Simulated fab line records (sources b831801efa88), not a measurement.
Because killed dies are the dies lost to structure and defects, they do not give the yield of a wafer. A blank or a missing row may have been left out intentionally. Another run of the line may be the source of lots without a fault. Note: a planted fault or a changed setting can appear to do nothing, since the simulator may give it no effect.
fab line records	flow sky130
[record] lots = 11	wafers = 33	lastDay = 50
route steps=708 shown LOCAL_INTERCONNECT@388 CONTACT@429 METAL1@436 PAD_OPEN@708
lots that met no fault: taken from a fault-free run of the same line
startH: start of the lot's first displayed wafer, in hours after the record's first day	waitH: hours since the lot's step before	" same as the row above	L1.1+2: a row that stands for several wafers	- either no value or no given start	* or withheld: withheld	< > ~ a bound
route shown NAME@n: NAME is a module with steps in the file, n the number in the route of the first one	usual: average and standard deviation across the fault-free wafers	same: alike in all rows	chamber/n: place in a boat	sites: the reading at each site	_std_site: the values' standard deviation	_edge_site: outer sites' mean less inner sites'	radiusMm: how far each site lies from the wafer's centre	mask NAME#n: copy n	behind: tool/chamber where the wafer was last shaped	hold: why the lot went on hold/how many hours it stayed there/how the hold came to an end	device: which transistor (n, p or np) failed to switch	end of line: the route-end tests of the same wafers	where a step has no rows: the recipe by itself	killed: at the first sort, the dies lost to defects and structure; wafer yield is something else	map: a wafer's dies, marking killed ones x, the rest . and places with no die _
set.NAME: the setting the step ran with; set.NAME@STEP: the setting that earlier step ran with	model.NAME: the simulator's own value behind a step, which no gauge read
steps of the route over a sample of lots; a table a step, a row a wafer
services: from which hour (startH, from the record's first day; less than 0 if before it) a tool's chamber was out of use, for how many hours, and why
[[steps]]
[step SKY_LOCAL_INTERCONNECT_RS_MEAS_01]
[recipe] thkMeasGauge = four-point-probe	reads = TiN_of_LOCAL_INTERCONNECT_SPUTTER_00
[usual] LOCAL_INTERCONNECT_TIN_RS = 14.15/0.15
lot.wafer	tool	chamber	startH	waitH	LOCAL_INTERCONNECT_TIN_RS[ohm/sq]
L142.2	filmMetro-03	-	674.28	0.1	14.11
L142.4	"	-	"	"	14.05
L142.5	"	-	"	"	14.10
L145.1	filmMetro-02	-	708.54	0.0	14.15
L145.4	"	-	"	"	14.35
L145.5	"	-	"	"	14.17
L148.1	filmMetro-03	-	740.81	0.0	14.20
L148.5	"	-	"	"	14.35
L148.6	"	-	"	"	14.37
L149.1	filmMetro-04	-	741.11	0.0	13.92
L149.2	"	-	"	"	13.88
L149.5	"	-	"	"	13.96
L151.4	filmMetro-03	-	757.89	0.1	14.10
L151.5	"	-	"	"	14.12
L151.6	"	-	"	"	14.23
L154.1	filmMetro-04	-	782.84	0.0	14.09
L154.4	"	-	"	"	14.21
L154.6	"	-	"	"	14.21
L155.1	filmMetro-02	-	787.53	0.0	14.38
L155.2	"	-	"	"	14.31
L155.4	"	-	"	"	14.30
L156.2	filmMetro-04	-	794.58	0.1	14.22
L156.4	"	-	"	"	14.30
L156.5	"	-	"	"	14.05
L162.1	filmMetro-03	-	836.86	0.0	14.07
L162.4	"	-	"	"	14.26
L162.6	"	-	"	"	14.50
L164.1	filmMetro-03	-	849.23	0.0	13.80
L164.2	"	-	"	"	14.03
L164.3	"	-	"	"	13.82
L165.4	filmMetro-04	-	855.23	0.1	14.01
L165.5	"	-	"	"	14.31
L165.6	"	-	"	"	14.19
[step SKY_CONTACT_SPUTTER_23]
[recipe] material = TiN	targetThkNm = 20	chamberPressurePa = 5	powerW = 4000	timeS = 80
[usual] throttleValvePct = 29.8/0.87
lot.wafer	tool	chamber	startH	waitH	throttleValvePct
L142.2	pvdSputter-04	-	733.18	0.0	31.5
L142.4	"	-	"	"	29.9
L142.5	"	-	"	"	29.7
L145.1	pvdSputter-04	-	765.67	0.0	31.9
L145.4	"	-	"	"	29.7
L145.5	"	-	"	"	29.7
L148.1	pvdSputter-02	-	797.28	0.0	30.2
L148.5	"	-	"	"	29.6
L148.6	"	-	"	"	29.3
L149.1	pvdSputter-02	-	798.54	0.0	30.3
L149.2	"	-	"	"	29.8
L149.5	"	-	"	"	29.6
L151.4	pvdSputter-04	-	813.32	0.0	29.9
L151.5	"	-	"	"	29.6
L151.6	"	-	"	"	29.9
L154.1	pvdSputter-02	-	837.91	0.0	28.8
L154.4	"	-	"	"	29.8
L154.6	"	-	"	"	28.9
L155.1	pvdSputter-04	-	843.00	0.0	29.9
L155.2	"	-	"	"	29.8
L155.4	"	-	"	"	29.5
L156.2	pvdSputter-04	-	849.59	0.0	29.7
L156.4	"	-	"	"	29.5
L156.5	"	-	"	"	29.4
L162.1	pvdSputter-03	-	890.54	0.0	31.7
L162.4	"	-	"	"	28.8
L162.6	"	-	"	"	28.8
L164.1	pvdSputter-02	-	902.94	0.0	29.8
L164.2	"	-	"	"	30.3
L164.3	"	-	"	"	28.7
L165.4	pvdSputter-04	-	909.34	0.0	31.6
L165.5	"	-	"	"	31.5
L165.6	"	-	"	"	29.6
[step SKY_METAL1_SPUTTER_02]
[recipe] material = AlCu	targetThkNm = 250	powerW = 10600	timeS = 13.3	chamberPressurePa = 0.4
[usual] throttleValvePct = 29.5/1.1
lot.wafer	tool	chamber	startH	waitH	throttleValvePct
L142.2	pvdSputter-02	-	733.88	0.0	29.6
L142.4	"	-	"	"	28.6
L142.5	"	-	"	"	28.9
L145.1	pvdSputter-03	-	766.37	0.0	28.5
L145.4	"	-	"	"	31.7
L145.5	"	-	"	"	28.6
L148.1	pvdSputter-03	-	797.98	0.0	29.2
L148.5	"	-	"	"	28.8
L148.6	"	-	"	"	31.8
L149.1	pvdSputter-01	-	799.24	0.0	28.3
L149.2	"	-	"	"	30.3
L149.5	"	-	"	"	28.2
L151.4	pvdSputter-03	-	814.02	0.0	28.5
L151.5	"	-	"	"	28.8
L151.6	"	-	"	"	29.0
L154.1	pvdSputter-03	-	838.61	0.0	28.8
L154.4	"	-	"	"	28.6
L154.6	"	-	"	"	28.6
L155.1	pvdSputter-02	-	843.70	0.0	29.9
L155.2	"	-	"	"	28.5
L155.4	"	-	"	"	28.8
L156.2	pvdSputter-03	-	850.29	0.0	28.3
L156.4	"	-	"	"	32.1
L156.5	"	-	"	"	31.7
L162.1	pvdSputter-02	-	891.34	0.0	29.8
L162.4	"	-	"	"	30.4
L162.6	"	-	"	"	28.7
L164.1	pvdSputter-03	-	903.64	0.0	31.8
L164.2	"	-	"	"	28.6
L164.3	"	-	"	"	28.9
L165.4	pvdSputter-03	-	910.05	0.0	32.1
L165.5	"	-	"	"	29.0
L165.6	"	-	"	"	28.4
[step SKY_METAL1_SPUTTER_04]
[recipe] material = TiN	targetThkNm = 70	powerW = 6500	timeS = 58.3	chamberPressurePa = 0.4
[usual] throttleValvePct = 29.5/1.1
lot.wafer	tool	chamber	startH	waitH	throttleValvePct
L142.2	pvdSputter-02	-	733.92	0.0	29.9
L142.4	"	-	"	"	28.9
L142.5	"	-	"	"	29.0
L145.1	pvdSputter-03	-	766.41	0.0	28.7
L145.4	"	-	"	"	32.0
L145.5	"	-	"	"	28.6
L148.1	pvdSputter-03	-	798.02	0.0	29.3
L148.5	"	-	"	"	28.9
L148.6	"	-	"	"	31.8
L149.1	pvdSputter-01	-	799.28	0.0	28.0
L149.2	"	-	"	"	30.2
L149.5	"	-	"	"	28.2
L151.4	pvdSputter-03	-	814.06	0.0	28.4
L151.5	"	-	"	"	29.0
L151.6	"	-	"	"	28.9
L154.1	pvdSputter-03	-	838.65	0.0	28.9
L154.4	"	-	"	"	28.4
L154.6	"	-	"	"	29.1
L155.1	pvdSputter-02	-	843.74	0.0	29.7
L155.2	"	-	"	"	28.7
L155.4	"	-	"	"	28.8
L156.2	pvdSputter-03	-	850.33	0.0	28.7
L156.4	"	-	"	"	31.9
L156.5	"	-	"	"	32.2
L162.1	pvdSputter-02	-	891.38	0.0	29.7
L162.4	"	-	"	"	30.1
L162.6	"	-	"	"	29.0
L164.1	pvdSputter-03	-	903.68	0.0	31.9
L164.2	"	-	"	"	28.4
L164.3	"	-	"	"	28.8
L165.4	pvdSputter-03	-	910.11	0.0	32.0
L165.5	"	-	"	"	29.0
L165.6	"	-	"	"	28.5
[step SKY_METAL1_RS_MEAS_05]
[recipe] thkMeasGauge = four-point-probe	reads = TiN_of_METAL1_SPUTTER_04+Ti_of_METAL1_SPUTTER_03+AlCu_of_METAL1_SPUTTER_02+TiN_of_METAL1_SPUTTER_01+Ti_of_METAL1_SPUTTER_00
[usual] METAL1_ALCU_RS = 0.1265/0.0017
lot.wafer	tool	chamber	startH	waitH	METAL1_ALCU_RS[ohm/sq]
L142.2	filmMetro-03	-	733.99	0.0	0.1225
L142.4	"	-	"	"	0.1215
L142.5	"	-	"	"	0.1213
L145.1	filmMetro-03	-	766.46	0.0	0.1283
L145.4	"	-	"	"	0.1263
L145.5	"	-	"	"	0.1285
L148.1	filmMetro-03	-	798.07	0.0	0.1249
L148.5	"	-	"	"	0.1236
L148.6	"	-	"	"	0.1257
L149.1	filmMetro-03	-	799.33	0.0	0.1288
L149.2	"	-	"	"	0.1270
L149.5	"	-	"	"	0.1282
L151.4	filmMetro-03	-	814.17	0.1	0.1280
L151.5	"	-	"	"	0.1280
L151.6	"	-	"	"	0.1250
L154.1	filmMetro-03	-	838.70	0.0	0.1259
L154.4	"	-	"	"	0.1191
L154.6	"	-	"	"	0.1249
L155.1	filmMetro-03	-	843.79	0.0	0.1251
L155.2	"	-	"	"	0.1247
L155.4	"	-	"	"	0.1240
L156.2	filmMetro-01	-	850.40	0.0	0.1183
L156.4	"	-	"	"	0.1271
L156.5	"	-	"	"	0.1264
L162.1	filmMetro-01	-	891.43	0.0	0.1263
L162.4	"	-	"	"	0.1267
L162.6	"	-	"	"	0.1253
L164.1	filmMetro-02	-	903.73	0.0	0.1268
L164.2	"	-	"	"	0.1279
L164.3	"	-	"	"	0.1238
L165.4	filmMetro-02	-	910.19	0.1	0.1259
L165.5	"	-	"	"	0.1261
L165.6	"	-	"	"	0.1280
[step SKY_METAL1_THK_MEAS_06]
[recipe] thkMeasGauge = xrf	reads = AlCu_of_METAL1_SPUTTER_02
[usual] METAL1_ALCU_THK = 247/3.8
lot.wafer	tool	chamber	startH	waitH	METAL1_ALCU_THK[nm]
L142.2	filmMetro-03	-	734.10	0.1	256
L142.4	"	-	"	"	258
L142.5	"	-	"	"	261
L145.1	filmMetro-03	-	766.58	0.1	243
L145.4	"	-	"	"	247
L145.5	"	-	"	"	243
L148.1	filmMetro-03	-	798.19	0.1	251
L148.5	"	-	"	"	253
L148.6	"	-	"	"	251
L149.1	filmMetro-03	-	799.45	0.1	245
L149.2	"	-	"	"	247
L149.5	"	-	"	"	245
L151.4	filmMetro-03	-	814.26	0.1	246
L151.5	"	-	"	"	245
L151.6	"	-	"	"	251
L154.1	filmMetro-03	-	838.82	0.1	247
L154.4	"	-	"	"	261
L154.6	"	-	"	"	250
L155.1	filmMetro-03	-	843.91	0.1	253
L155.2	"	-	"	"	255
L155.4	"	-	"	"	255
L156.2	filmMetro-01	-	850.51	0.1	260
L156.4	"	-	"	"	243
L156.5	"	-	"	"	243
L162.1	filmMetro-01	-	891.55	0.1	246
L162.4	"	-	"	"	246
L162.6	"	-	"	"	247
L164.1	filmMetro-02	-	903.85	0.1	244
L164.2	"	-	"	"	244
L164.3	"	-	"	"	253
L165.4	filmMetro-02	-	910.28	0.1	248
L165.5	"	-	"	"	246
L165.6	"	-	"	"	244
[step SKY_PAD_OPEN_PROBE_99]
[usual] defectLimitedYield = 82.6/2.2	killed_at_M0_to_M3 = 43/7.9	killed_at_M4_up = 2.9/1.8	killedAtContacts = 24/5.5	killedAtFrontEnd = 15/4.2	killedAtOther = 0.2/0.46	killedDies = 86/11	killedOnRim = 17/4.1	killedOpen = 47/8.1	killedShort = 39/6.4	sort_bin_3_pad_short = 0.9/0.44	sort_bin_5_function = 10.3/1.4	sort_bin_6_memory = 6.3/1.3	sortNPass = 406/11	sortYieldPct = 82.6/2.2
[same] grossDies = 492	killedAtBackSide = 0	sort_bin_4_leakage[%] = 0	sort_bin_8_speed[%] = 0
lot.wafer	tool	chamber	startH	waitH	defectLimitedYield[%]	killed_at_M0_to_M3	killed_at_M4_up	killedAtContacts	killedAtFrontEnd	killedAtOther	killedDies	killedOnRim	killedOpen	killedShort	sort_bin_3_pad_short[%]	sort_bin_5_function[%]	sort_bin_6_memory[%]	sortNPass	sortYieldPct[%]
L142.2	prober-01	-	1078.05	0.1	86.8	28	4	22	11	0	65	11	36	29	0.2	7.1	5.9	427	86.8
L142.4	prober-01	-	1078.15	0.2	79.9	48	3	30	18	0	99	21	56	43	0.8	11.0	8.3	393	79.9
L142.5	prober-01	-	1078.20	0.2	82.7	44	6	24	11	0	85	15	41	44	1.0	10.6	5.7	407	82.7
L145.1	prober-02	-	1100.20	0.1	80.1	48	3	27	19	1	98	17	57	41	0.8	11.4	7.7	394	80.1
L145.4	prober-02	-	1100.35	0.2	84.1	45	3	19	11	0	78	8	42	36	0.4	10.6	4.9	414	84.1
L145.5	prober-02	-	1100.40	0.2	80.9	50	4	22	18	0	94	24	52	42	0.8	10.4	7.9	398	80.9
L149.1	prober-01	-	1123.01	0.1	85.4	36	2	19	15	0	72	14	38	34	1.0	8.7	4.9	420	85.4
L149.2	prober-01	-	1123.06	0.1	83.7	34	1	28	17	0	80	16	45	35	0.6	9.3	6.3	412	83.7
L149.5	prober-01	-	1123.21	0.2	83.5	45	1	24	11	0	81	20	49	32	0.4	10.6	5.5	411	83.5
L148.1	prober-02	-	1123.65	0.1	84.6	37	2	25	12	0	76	13	33	43	1.2	7.9	6.3	416	84.6
L148.5	prober-02	-	1123.85	0.2	82.5	50	2	23	11	0	86	21	46	40	0.6	11.2	5.7	406	82.5
L148.6	prober-02	-	1123.90	0.2	80.3	46	2	34	13	2	97	18	52	45	0.6	11.6	7.5	395	80.3
L151.4	prober-02	-	1135.56	0.2	83.5	49	2	16	13	1	81	25	40	41	0.4	10.2	5.9	411	83.5
L151.5	prober-02	-	1135.61	0.2	86.2	33	3	23	9	0	68	16	39	29	1.0	8.3	4.5	424	86.2
L151.6	prober-02	-	1135.66	0.2	79.1	60	2	28	13	0	103	27	54	49	1.0	13.4	6.5	389	79.1
L154.1	prober-01	-	1157.52	0.1	81.9	44	2	23	19	1	89	21	56	33	0.6	9.8	7.7	403	81.9
L154.4	prober-01	-	1157.67	0.2	82.3	43	3	26	15	0	87	20	48	39	1.4	11.4	4.9	405	82.3
L154.6	prober-01	-	1157.77	0.2	84.1	38	2	30	8	0	78	18	46	32	0.6	10.0	5.3	414	84.1
L155.1	prober-02	-	1160.77	0.1	83.9	37	1	25	16	0	79	19	45	34	0.2	10.0	5.9	413	83.9
L155.2	prober-02	-	1160.82	0.1	82.3	37	3	31	16	0	87	20	47	40	1.2	11.8	4.7	405	82.3
L155.4	prober-02	-	1160.92	0.2	83.3	45	9	20	8	0	82	23	47	35	0.4	11.2	5.1	410	83.3
L156.2	prober-01	-	1163.40	0.1	84.3	41	3	15	17	1	77	24	41	36	0.6	8.9	6.1	415	84.3
L156.4	prober-01	-	1163.50	0.2	77.6	59	2	24	25	0	110	16	65	45	1.0	12.2	9.1	382	77.6
L156.5	prober-01	-	1163.55	0.2	82.5	51	2	17	15	1	86	19	53	33	0.8	11.8	4.9	406	82.5
L162.1	prober-01	-	1189.01	0.1	80.5	44	3	31	18	0	96	24	51	45	1.4	11.4	6.7	396	80.5
L162.4	prober-01	-	1189.16	0.2	82.3	48	4	21	14	0	87	15	38	49	1.6	10.0	6.1	405	82.3
L162.6	prober-01	-	1189.26	0.2	78.3	67	2	27	11	0	107	21	61	46	1.0	12.4	8.3	385	78.3
L164.1	prober-01	-	1196.88	0.1	80.7	44	6	26	19	0	95	13	57	38	1.2	10.6	7.5	397	80.7
L164.2	prober-01	-	1196.93	0.1	82.1	47	2	23	16	0	88	21	45	43	1.0	9.8	7.1	404	82.1
L164.3	prober-01	-	1196.98	0.2	81.7	47	4	21	18	0	90	18	48	42	0.8	10.4	7.1	402	81.7
L165.4	prober-02	-	1200.81	0.2	83.3	41	2	22	16	1	82	14	38	44	1.0	12.0	3.7	410	83.3
L165.5	prober-02	-	1200.86	0.2	84.6	41	1	24	10	0	76	18	46	30	1.2	7.7	6.5	416	84.6
L165.6	prober-02	-	1200.91	0.2	84.1	30	4	23	21	0	78	15	40	38	0.6	10.0	5.3	414	84.1
// killed by level:class
L142.2 CONTACT:geometricParticle:open=9 VIA1:geometricParticle:open=7 CONTACT:geometricParticle:short=5 LI_CONTACT:geometricParticle:open=4 METAL1:geometricParticle:open=4 VIA1:geometricParticle:short=4 METAL4:geometricParticle:short=4 VIA2:geometricParticle:short=3
L142.4 VIA1:geometricParticle:open=14 CONTACT:geometricParticle:open=12 LI_CONTACT:geometricParticle:open=7 VIA3:geometricParticle:open=7 POLY_GATE:geometricParticle:open=6 LI_CONTACT:geometricParticle:short=5 VIA2:geometricParticle:open=5 VIA1:geometricParticle:short=5
L142.5 VIA1:geometricParticle:open=11 METAL2:geometricParticle:short=8 METAL1:geometricParticle:short=8 CONTACT:geometricParticle:open=7 VIA2:geometricParticle:open=7 LI_CONTACT:geometricParticle:open=5 CONTACT:geometricParticle:short=5 METAL4:geometricParticle:short=5
L145.1 VIA2:geometricParticle:open=14 VIA1:geometricParticle:open=12 CONTACT:geometricParticle:open=9 LI_CONTACT:geometricParticle:open=8 FIELD_ISO:geometricParticle:short=7 VIA1:geometricParticle:short=5 VIA3:geometricParticle:open=4 LI_CONTACT:geometricParticle:short=4
L145.4 VIA1:geometricParticle:open=18 CONTACT:geometricParticle:short=7 CONTACT:geometricParticle:open=7 METAL3:geometricParticle:short=7 METAL2:geometricParticle:short=6 METAL1:geometricParticle:short=4 VIA2:geometricParticle:open=4 FIELD_ISO:geometricParticle:open=3
L145.5 VIA2:geometricParticle:open=13 VIA1:geometricParticle:open=8 FIELD_ISO:geometricParticle:short=7 CONTACT:geometricParticle:open=7 VIA1:geometricParticle:short=6 FIELD_ISO:geometricParticle:open=5 CONTACT:geometricParticle:short=5 METAL1:geometricParticle:short=5
L149.1 VIA1:geometricParticle:open=12 CONTACT:geometricParticle:short=5 VIA3:geometricParticle:open=5 FIELD_ISO:geometricParticle:open=4 FIELD_ISO:geometricParticle:short=4 LI_CONTACT:geometricParticle:short=4 POLY_GATE:geometricParticle:short=3 LI_CONTACT:geometricParticle:open=3
L149.2 CONTACT:geometricParticle:open=13 VIA1:geometricParticle:open=9 FIELD_ISO:geometricParticle:open=6 LOCAL_INTERCONNECT:geometricParticle:short=6 CONTACT:geometricParticle:short=5 METAL1:geometricParticle:short=4 VIA1:geometricParticle:short=4 VIA2:geometricParticle:open=4
L149.5 VIA1:geometricParticle:open=12 CONTACT:geometricParticle:open=10 VIA2:geometricParticle:open=7 VIA1:geometricParticle:short=6 METAL2:geometricParticle:short=6 VIA3:geometricParticle:open=5 LI_CONTACT:geometricParticle:open=4 POLY_GATE:geometricParticle:open=4
L148.1 METAL2:geometricParticle:short=8 CONTACT:geometricParticle:open=7 CONTACT:geometricParticle:short=7 VIA2:geometricParticle:open=7 LI_CONTACT:geometricParticle:open=6 FIELD_ISO:geometricParticle:short=5 POLY_GATE:geometricParticle:short=5 VIA3:geometricParticle:open=5
L148.5 VIA1:geometricParticle:open=12 CONTACT:geometricParticle:open=9 METAL1:geometricParticle:short=9 VIA3:geometricParticle:open=7 VIA2:geometricParticle:open=6 VIA3:geometricParticle:short=5 FIELD_ISO:geometricParticle:short=4 LI_CONTACT:geometricParticle:open=4
L148.6 CONTACT:geometricParticle:open=10 VIA1:geometricParticle:open=10 LI_CONTACT:geometricParticle:open=7 LOCAL_INTERCONNECT:geometricParticle:short=7 VIA3:geometricParticle:open=7 VIA2:geometricParticle:open=5 POLY_GATE:geometricParticle:short=5 VIA1:geometricParticle:short=5
L151.4 METAL1:geometricParticle:short=10 VIA1:geometricParticle:open=7 VIA3:geometricParticle:open=7 LI_CONTACT:geometricParticle:open=6 FIELD_ISO:geometricParticle:short=5 VIA1:geometricParticle:short=5 VIA2:geometricParticle:open=5 CONTACT:geometricParticle:open=4
L151.5 METAL1:geometricParticle:short=8 CONTACT:geometricParticle:open=8 LI_CONTACT:geometricParticle:open=6 VIA1:geometricParticle:open=6 METAL2:geometricParticle:short=4 VIA1:geometricParticle:short=4 VIA2:geometricParticle:open=4 FIELD_ISO:geometricParticle:open=3
L151.6 METAL1:geometricParticle:short=13 CONTACT:geometricParticle:open=12 VIA1:geometricParticle:open=11 METAL2:geometricParticle:short=8 VIA2:geometricParticle:open=7 VIA3:geometricParticle:open=7 LI_CONTACT:geometricParticle:open=5 CONTACT:geometricParticle:short=5
L154.1 CONTACT:geometricParticle:open=13 VIA1:geometricParticle:open=9 VIA2:geometricParticle:open=8 POLY_GATE:geometricParticle:short=6 METAL2:geometricParticle:short=6 VIA3:geometricParticle:open=6 FIELD_ISO:geometricParticle:open=4 METAL1:geometricParticle:short=4
L154.4 LI_CONTACT:geometricParticle:open=12 VIA2:geometricParticle:short=8 VIA1:geometricParticle:open=6 VIA2:geometricParticle:open=6 VIA3:geometricParticle:open=6 CONTACT:geometricParticle:short=5 POLY_GATE:geometricParticle:open=4 VIA1:geometricParticle:short=4
L154.6 CONTACT:geometricParticle:open=12 VIA1:geometricParticle:open=9 VIA2:geometricParticle:open=9 CONTACT:geometricParticle:short=8 LI_CONTACT:geometricParticle:open=6 VIA2:geometricParticle:short=6 POLY_GATE:geometricParticle:open=4 VIA3:geometricParticle:open=4
L155.1 CONTACT:geometricParticle:open=14 VIA1:geometricParticle:open=8 VIA1:geometricParticle:short=6 METAL1:geometricParticle:short=6 VIA3:geometricParticle:open=5 METAL2:geometricParticle:short=5 FIELD_ISO:geometricParticle:short=4 LOCAL_INTERCONNECT:geometricParticle:short=4
L155.2 VIA1:geometricParticle:open=9 LI_CONTACT:geometricParticle:open=9 CONTACT:geometricParticle:open=8 VIA3:geometricParticle:open=8 METAL2:geometricParticle:short=7 LOCAL_INTERCONNECT:geometricParticle:short=5 CONTACT:geometricParticle:short=5 POLY_GATE:geometricParticle:open=4
L155.4 VIA1:geometricParticle:open=14 VIA3:geometricParticle:open=10 METAL4:geometricParticle:short=7 LI_CONTACT:geometricParticle:open=6 FIELD_ISO:geometricParticle:short=4 CONTACT:geometricParticle:open=4 METAL1:geometricParticle:short=4 LI_CONTACT:geometricParticle:short=3
L156.2 VIA3:geometricParticle:open=9 VIA2:geometricParticle:open=6 VIA3:geometricParticle:short=5 FIELD_ISO:geometricParticle:short=4 FIELD_ISO:geometricParticle:open=4 CONTACT:geometricParticle:open=4 METAL1:geometricParticle:short=4 VIA1:geometricParticle:open=4
L156.4 VIA1:geometricParticle:open=13 VIA3:geometricParticle:open=10 POLY_GATE:geometricParticle:open=9 CONTACT:geometricParticle:open=8 VIA2:geometricParticle:open=8 LI_CONTACT:geometricParticle:open=7 METAL2:geometricParticle:short=7 FIELD_ISO:geometricParticle:short=6
L156.5 VIA1:geometricParticle:open=14 VIA3:geometricParticle:open=7 CONTACT:geometricParticle:open=7 METAL1:geometricParticle:short=6 VIA2:geometricParticle:open=6 VIA3:geometricParticle:short=5 LI_CONTACT:geometricParticle:open=5 POLY_GATE:geometricParticle:open=4
L162.1 CONTACT:geometricParticle:open=14 METAL1:geometricParticle:short=8 VIA2:geometricParticle:open=8 CONTACT:geometricParticle:short=7 VIA1:geometricParticle:open=6 FIELD_ISO:geometricParticle:short=5 LI_CONTACT:geometricParticle:open=5 POLY_GATE:geometricParticle:short=4
L162.4 METAL1:geometricParticle:short=9 VIA2:geometricParticle:open=7 VIA1:geometricParticle:open=7 LI_CONTACT:geometricParticle:open=6 CONTACT:geometricParticle:open=6 METAL2:geometricParticle:short=6 FIELD_ISO:geometricParticle:short=4 FIELD_ISO:geometricParticle:open=4
L162.6 VIA2:geometricParticle:open=13 CONTACT:geometricParticle:open=12 VIA3:geometricParticle:open=12 METAL3:geometricParticle:short=9 METAL2:geometricParticle:short=7 LI_CONTACT:geometricParticle:open=6 VIA1:geometricParticle:open=6 VIA2:geometricParticle:short=5
L164.1 VIA1:geometricParticle:open=11 LI_CONTACT:geometricParticle:open=9 CONTACT:geometricParticle:open=9 VIA1:geometricParticle:short=6 METAL2:geometricParticle:short=6 VIA2:geometricParticle:open=6 CONTACT:geometricParticle:short=5 POLY_GATE:geometricParticle:short=5
L164.2 VIA1:geometricParticle:open=12 CONTACT:geometricParticle:open=8 VIA1:geometricParticle:short=7 LI_CONTACT:geometricParticle:open=5 METAL2:geometricParticle:short=5 FIELD_ISO:geometricParticle:short=4 VIA2:geometricParticle:open=4 POLY_GATE:geometricParticle:short=4
L164.3 CONTACT:geometricParticle:open=11 VIA2:geometricParticle:open=8 VIA3:geometricParticle:open=8 FIELD_ISO:geometricParticle:short=7 FIELD_ISO:geometricParticle:open=6 VIA1:geometricParticle:short=6 VIA2:geometricParticle:short=6 VIA1:geometricParticle:open=6
L165.4 VIA1:geometricParticle:open=10 CONTACT:geometricParticle:open=8 METAL1:geometricParticle:short=6 VIA1:geometricParticle:short=6 CONTACT:geometricParticle:short=5 FIELD_ISO:geometricParticle:open=4 FIELD_ISO:geometricParticle:short=4 LOCAL_INTERCONNECT:geometricParticle:short=4
L165.5 CONTACT:geometricParticle:open=11 VIA2:geometricParticle:open=7 VIA1:geometricParticle:open=7 VIA3:geometricParticle:open=6 VIA1:geometricParticle:short=5 LOCAL_INTERCONNECT:geometricParticle:short=5 FIELD_ISO:geometricParticle:open=4 POLY_GATE:geometricParticle:open=4
L165.6 CONTACT:geometricParticle:open=8 POLY_GATE:geometricParticle:short=7 FIELD_ISO:geometricParticle:open=6 LOCAL_INTERCONNECT:geometricParticle:short=6 VIA1:geometricParticle:open=6 LI_CONTACT:geometricParticle:open=5 METAL2:geometricParticle:short=5 METAL1:geometricParticle:short=4
[[services]]
tool	chamber	startH	hours	kind
pvdSputter-01	-	747.25	1.6	repair
pvdSputter-02	-	747.59	4.1	repair
pvdSputter-01	1	781.93	-	consumableReplace:kit
pvdSputter-01	1	781.93	18.0	scheduledDown
pvdSputter-01	1	781.93	18.0	ventCycle
pvdSputter-02	3	789.53	-	consumableReplace:kit
pvdSputter-02	3	789.53	18.0	scheduledDown
pvdSputter-02	3	789.53	18.0	ventCycle
pvdSputter-04	-	793.10	5.7	repair
pvdSputter-04	3	832.59	-	consumableReplace:kit
pvdSputter-04	3	832.59	18.0	scheduledDown
pvdSputter-04	3	832.59	18.0	ventCycle
pvdSputter-01	-	836.52	16.7	repair
pvdSputter-04	-	857.26	1.2	repair
pvdSputter-02	-	860.26	2.4	repair
pvdSputter-03	1	893.34	-	consumableReplace:kit
pvdSputter-03	1	893.34	18.0	scheduledDown
pvdSputter-03	1	893.34	18.0	ventCycle
[[key]]
[firstSign] step = SKY_METAL1_RS_MEAS_05	reading = METAL1_ALCU_RS	direction = down	sigmas = 4.7	usual = 0.1265	struck = 0.1187
[effect] step = SKY_METAL1_THK_MEAS_06	reading = METAL1_ALCU_THK	direction = up	sigmas = 3.6	usual = 247	struck = 260
metAt SKY_METAL1_SPUTTER_02
struckLots L154,L156
struckWafers L154.4,L156.2
notActingAt SKY_LOCAL_INTERCONNECT_RS_MEAS_01,SKY_CONTACT_SPUTTER_23,SKY_METAL1_SPUTTER_04
onsetBetween 814.02 838.61
[fault] kind = processParameterDrift	tool = pvdSputter-03	chamber = -	onsetH = 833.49	steps = SKY_METAL1_SPUTTER_02	channel = timeS	offset = *	shape = step	endH = 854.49	actsIn = *	stated = *	scope = struckWafersOnly
